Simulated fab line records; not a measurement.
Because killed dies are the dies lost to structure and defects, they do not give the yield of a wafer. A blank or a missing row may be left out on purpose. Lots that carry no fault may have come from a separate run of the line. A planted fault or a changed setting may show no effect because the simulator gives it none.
Chamber matching + flow sky130 + hdpcvd-01 running SKY_VIA1_HDPCVD_00: 3 sister chambers
The step deposits SiO2, target thk 1030 nm, time 171.7 s. 6 wafers are shown with their chamber, then 7 later ones without.

## WAFERS, EACH WITH ITS CHAMBER
| wafer  | chamber | runLengthS (s) |
|--------|---------|----------------|
| L700.2 | 1       | 199.0          |
| L709.1 | 2       | 199.8          |
| L709.2 | 0       | 200.7          |
| L709.4 | 2       | 199.2          |
| L712.1 | 0       | 201.0          |
| L712.3 | 1       | 199.0          |

## WAFERS WITH NO CHAMBER GIVEN
| wafer  | runLengthS (s) |
|--------|----------------|
| L712.4 | 199.4          |
| L715.2 | 199.5          |
| L715.4 | 199.8          |
| L715.5 | 199.2          |
| L716.1 | 199.2          |
| L716.3 | 199.4          |
| L716.6 | 199.8          |

## CHAMBER TAKEN BY EACH
| wafer  | from the rows above     | in truth |
|--------|-------------------------|----------|
| L712.4 | can't be placed: 2 or 1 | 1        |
| L715.2 | can't be placed: 2 or 1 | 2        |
| L715.4 | can't be placed: 2 or 1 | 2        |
| L715.5 | can't be placed: 1 or 2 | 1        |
| L716.1 | can't be placed: 1 or 2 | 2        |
| L716.3 | can't be placed: 2 or 1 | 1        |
| L716.6 | can't be placed: 2 or 1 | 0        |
Correctly placed: 0 of 7. From these rows, 7 cannot be placed; in 6 the true chamber is one of the candidates. Number placed wrongly: 0.
How it was worked out, from the rows above alone: a wafer's distance from a chamber is the root of the sum, over the readings, of the square of ((its reading less the chamber's mean) divided by the reading's scatter). If the next closest chamber is less than 2 further off than the closest, the wafer can't be placed; otherwise it belongs to the closest. The mean given for a chamber averages the wafers shown for that chamber. The scatter: the root of (the sum of the squares of (reading less its chamber's mean) over the shown wafers, divided by (wafers less chambers)).
